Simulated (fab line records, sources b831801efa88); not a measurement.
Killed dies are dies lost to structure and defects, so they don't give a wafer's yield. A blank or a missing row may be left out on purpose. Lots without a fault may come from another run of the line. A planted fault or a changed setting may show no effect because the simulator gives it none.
Chamber matching | flow sky130 | SKY_LI_CONTACT_CMP_02 on cmp-01: 4 sister chambers
The step polishes PSG. 16 wafers are shown with their chamber, then 8 later ones without.

WAFERS WITH THEIR CHAMBER
wafer  | chamber | motor_current_A (A) | time_to_endpoint_s (s)
L611.3 | 2       | 13.6                | 34.7
L611.4 | 1       | 10.2                | 35.3
L611.6 | 2       | 12.5                | 35.3
L613.2 | 2       | 12.9                | 30.5
L613.4 | 0       | 10.0                | 28.7
L613.5 | 2       | 13.1                | 32.5
L616.2 | 0       | 9.8                 | 33.6
L616.5 | 1       | 9.4                 | 36.2
L616.6 | 0       | 9.4                 | 36.7
L622.3 | 0       | 10.1                | 32.0
L622.5 | 3       | 12.8                | 31.7
L622.6 | 0       | 9.5                 | 32.3
L629.2 | 3       | 12.4                | 33.9
L629.4 | 0       | 9.9                 | 32.2
L629.6 | 0       | 9.9                 | 32.6
L630.2 | 2       | 12.5                | 32.0

SIGNATURES (means of the wafers above)
reading            | chamber 0 | chamber 1 | chamber 2 | chamber 3 | scatter within a chamber
motor_current_A    | 9.800     | 9.800     | 12.920    | 12.600    | 0.371
time_to_endpoint_s | 32.586    | 35.750    | 33.000    | 32.800    | 2.08
Rule: a wafer's distance from a chamber is the root of the sum, over the readings, of the square of ((its reading less the chamber's mean) divided by the reading's scatter). The wafer belongs to the nearest chamber; if the next one is less than 2 further off, it can't be placed. The scatter: the root of (the sum of the squares of (reading less its chamber's mean) over the shown wafers, divided by (wafers less chambers)).

WAFERS WITHOUT THEIR CHAMBER
wafer  | motor_current_A (A) | time_to_endpoint_s (s)
L630.5 | 12.0                | 32.4
L630.6 | 9.7                 | 33.2
L631.2 | 9.6                 | 28.8
L631.5 | 10.0                | 31.4
L631.6 | 12.9                | 34.9
L633.1 | 9.8                 | 31.3
L633.5 | 12.9                | 35.8
L633.6 | 12.7                | 33.7

WHICH CHAMBER EACH WENT THROUGH
wafer  | from the rows above     | in truth
L630.5 | can't be placed: 3 or 2 | 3
L630.6 | can't be placed: 0 or 1 | 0
L631.2 | can't be placed: 0 or 1 | 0
L631.5 | can't be placed: 0 or 1 | 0
L631.6 | can't be placed: 2 or 3 | 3
L633.1 | can't be placed: 0 or 1 | 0
L633.5 | can't be placed: 2 or 3 | 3
L633.6 | can't be placed: 3 or 2 | 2
Placed correctly: 0 of 8. Can't be placed from these rows: 8 (the true chamber is among the candidates in 8). Placed wrongly: 0.
